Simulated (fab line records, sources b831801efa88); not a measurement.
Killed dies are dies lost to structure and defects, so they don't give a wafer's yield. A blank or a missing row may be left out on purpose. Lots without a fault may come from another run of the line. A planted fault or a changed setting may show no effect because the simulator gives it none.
Chamber matching | flow sky130 | SKY_VIA3_ETCH_14 on rie_diel-04: 4 sister chambers
The step etches BARC in N2/H2, stops on SiO2, time 45.9 s, target depth 60 nm. 4 wafers are shown with their chamber, then 10 later ones without.

WAFERS WITH THEIR CHAMBER
wafer  | chamber | drypump_motor_current_A (A)
L083.2 | 0       | 6.4
L083.6 | 2       | 5.9
L084.1 | 3       | 5.7
L084.4 | 1       | 5.9

WAFERS WITHOUT THEIR CHAMBER
wafer  | drypump_motor_current_A (A)
L084.6 | 6.4
L089.2 | 5.9
L089.5 | 5.9
L089.6 | 5.7
L092.1 | 5.9
L092.2 | 5.9
L092.3 | 5.7
L092.4 | 6.4
L092.5 | 5.9
L092.6 | 6.0

WHICH CHAMBER EACH WENT THROUGH
wafer  | from the rows above     | in truth
L084.6 | 0                       | 0
L089.2 | can't be placed: 1 or 2 | 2
L089.5 | can't be placed: 1 or 2 | 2
L089.6 | 3                       | 3
L092.1 | can't be placed: 1 or 2 | 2
L092.2 | can't be placed: 1 or 2 | 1
L092.3 | 3                       | 3
L092.4 | 0                       | 0
L092.5 | can't be placed: 1 or 2 | 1
L092.6 | can't be placed: 1 or 2 | 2
Placed correctly: 4 of 10. Can't be placed from these rows: 6 (the true chamber is among the candidates in 6). Placed wrongly: 0.
How it was worked out, from the rows above alone: a wafer's distance from a chamber is the root of the sum, over the readings, of the square of ((its reading less the chamber's mean) divided by the reading's scatter). The wafer belongs to the nearest chamber; if the next one is less than 2 further off, it can't be placed. A chamber's mean is the mean of its shown wafers. The scatter: with one shown wafer a chamber, the root of the mean of the squares of how far each hidden wafer lies from its nearest shown one.
